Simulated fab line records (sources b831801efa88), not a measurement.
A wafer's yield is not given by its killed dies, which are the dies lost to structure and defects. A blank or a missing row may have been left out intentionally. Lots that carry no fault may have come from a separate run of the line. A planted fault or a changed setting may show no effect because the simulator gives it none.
The tool behind it: which one?    flow sky130    Sampling: 6 lots, 18 wafers, 2 of 708 route steps

## WHAT THE GAUGES READ, wafer by wafer
SKY_VIA1_OVL_MEAS_13.
lot   measured      on          VIA1_OVL (nm)
L681  day 34 22:34  overlay-01  -3 5 1
L688  day 36 15:45  overlay-02  -3 -4 10
L690  day 37 09:49  overlay-01  9 1 7
L695  day 39 03:33  overlay-01  2 4 0
L700  day 40 11:25  overlay-01  -5 -1 -7
L702  day 40 23:21  overlay-01  -1 5 -3

## TOOL THAT RAN EACH LOT (tool first, then ch and the chambers of the sampled wafers, then the start)
lot   SKY_METAL1_SPUTTER_03
L681  pvd_sputter-02, day 32 15:59
L688  pvd_sputter-04, day 34 09:23
L690  pvd_sputter-04, day 35 02:53
L695  pvd_sputter-01, day 36 22:02
L700  pvd_sputter-02, day 38 07:59
L702  pvd_sputter-01, day 38 20:16
- SKY_METAL1_SPUTTER_03: material Ti, target thk 5 nm, time 3.3 s.

## THE ANSWER, worked out from the rows above alone
Rule: usual is defined by the lots themselves. Put in order of their means at a reading, lots are off if they are a third of the lots or fewer, leave a main group of 4 or more, and stand apart from it by a gap of 3 or more times the standard deviation of the main group's means; of several such gaps the widest counts. A main group is skipped when, at the precision printed for the reading in the tables above, its means are all equal. Also off: a lot with no number at a reading for which 4 or more lots have one. Any other lot the step has rows for is counted as sound.
No lot is off on any of the readings shown, so nothing can be concluded from this.

## WHAT THE SIMULATOR HAD INSERTED
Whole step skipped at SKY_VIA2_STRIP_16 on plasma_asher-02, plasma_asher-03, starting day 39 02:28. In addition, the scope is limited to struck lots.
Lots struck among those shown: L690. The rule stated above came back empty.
